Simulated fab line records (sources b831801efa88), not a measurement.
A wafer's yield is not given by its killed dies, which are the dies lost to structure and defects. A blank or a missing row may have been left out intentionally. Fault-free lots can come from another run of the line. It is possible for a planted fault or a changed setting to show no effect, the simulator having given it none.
Split-lot trial + flow sky130 + 5 lots, 23 wafers read, on a route of 708 steps

## THE SPLIT ITSELF
At SKY_LDD_P_EXPOSE_04 (exposes mask PSDM, target cd 380 nm), the setting dose_mj was moved away from the recipe's 138 on 8 of the 23 wafers read, by +4.1% to +5.8%. For the rest of the wafers, this setting stayed at what the recipe calls for.

## FROM THE SPLIT TO THE READING: what the file shows between them, 2 steps
- SKY_LDD_P_PEB_05
- SKY_LDD_P_DEVELOP_06: develop time 60 s

## THE READING
cd_nm at SKY_LDD_P_CD_MEAS_07, given in nm (cd target 380 nm). Typical for fault-free wafers on this fab line: 379.3 nm, with standard deviation 2.1 nm.

| wafer  | tool, chamber at the split | dose_mj as run | against the recipe | cd_nm, nm | against lot-mates on the recipe |
|--------|----------------------------|----------------|--------------------|-----------|---------------------------------|
| L075.1 | iline_stepper-02, 0        | 138            | recipe             | 385.7     | -                               |
| L075.2 | iline_stepper-02, 0        | 138            | recipe             | 382.8     | -                               |
| L075.3 | iline_stepper-02, 0        | 144.3          | +4.6%              | 396.1     | +12.2                           |
| L075.4 | iline_stepper-02, 0        | 138            | recipe             | 383.1     | -                               |
| L075.6 | iline_stepper-02, 0        | 144.3          | +4.6%              | 395.0     | +11.1                           |
| L078.1 | iline_stepper-01, 0        | 138            | recipe             | 380.0     | -                               |
| L078.3 | iline_stepper-01, 0        | 138            | recipe             | 380.1     | -                               |
| L078.4 | iline_stepper-01, 0        | 143.6          | +4.1%              | 391.5     | +11.4                           |
| L078.5 | iline_stepper-01, 0        | 143.6          | +4.1%              | 391.1     | +11.1                           |
| L078.6 | iline_stepper-01, 0        | 143.6          | +4.1%              | 391.0     | +10.9                           |
| L079.1 | iline_stepper-01, 0        | 146            | +5.8%              | 395.0     | +14.9                           |
| L079.2 | iline_stepper-01, 0        | 146            | +5.8%              | 395.8     | +15.7                           |
| L079.3 | iline_stepper-01, 0        | 146            | +5.8%              | 396.8     | +16.7                           |
| L079.4 | iline_stepper-01, 0        | 138            | recipe             | 380.0     | -                               |
| L079.5 | iline_stepper-01, 0        | 138            | recipe             | 380.2     | -                               |
| L080.1 | iline_stepper-01, 0        | 138            | recipe             | 376.9     | -                               |
| L080.4 | iline_stepper-01, 0        | 138            | recipe             | 376.2     | -                               |
| L080.5 | iline_stepper-01, 0        | 138            | recipe             | 378.8     | -                               |
| L081.1 | iline_stepper-01, 0        | 138            | recipe             | 378.9     | -                               |
| L081.2 | iline_stepper-01, 0        | 138            | recipe             | 379.1     | -                               |
| L081.4 | iline_stepper-01, 0        | 138            | recipe             | 379.1     | -                               |
| L081.5 | iline_stepper-01, 0        | 138            | recipe             | 378.8     | -                               |
| L081.6 | iline_stepper-01, 0        | 138            | recipe             | 376.3     | -                               |

THE FIT
A straight line over all 23 wafers: cd_nm changes by +2.93 nm for each +1% of dose_mj; r = +0.95; the points scatter about the line by 2.3 nm.
The same after taking each lot's own level away (the mean of its wafers on the recipe; 23 wafers): +2.69 nm for each +1%; r = +0.99; scatter 0.92 nm.
On that fit, the largest move of dose_mj shifts the reading by 16 nm.
Across the lots, their own levels run from 377.30 to 383.87 nm, a range of 3.1 times the standard deviation given above.
So the lot-to-lot level changes the slope little: the two slopes agree.
Check: with one of the wafers moved furthest among these (+5.8%) left out of the fit, the line predicts +15.8 nm for it against its lot-mates. It came out at +14.9 nm against them.

## ADDITIONAL SPLITS CARRIED BY THESE WAFERS
Note: prior to the reading, these wafers also went through further splits. Each is held against what the fit with the lots' levels taken away leaves over:
| other split on the same wafers        | wafers away from the commonest value | r with cd_nm (lot level and that fit taken away) |
|---------------------------------------|--------------------------------------|--------------------------------------------------|
| SKY_GATE_OXIDE_IMPLANT_11 dose_cm2    | 9                                    | -0.10                                            |
| SKY_RES_PROTECT_COAT_02 resist_thk_nm | 9                                    | +0.02                                            |
| SKY_POLY_GATE_COAT_08 resist_thk_nm   | 6                                    | +0.14                                            |
| SKY_POLY_GATE_ETCH_17 time_s          | 6                                    | +0.20                                            |
| SKY_LDD_N_COAT_02 spin_rpm            | 6                                    | +0.25                                            |
| SKY_LDD_N_IMPLANT_10 energy_kev       | 10                                   | -0.06                                            |

## THE FILE'S OWN FIT
cd_nm changes by +2.68 nm for each +1% of dose_mj, r = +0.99.
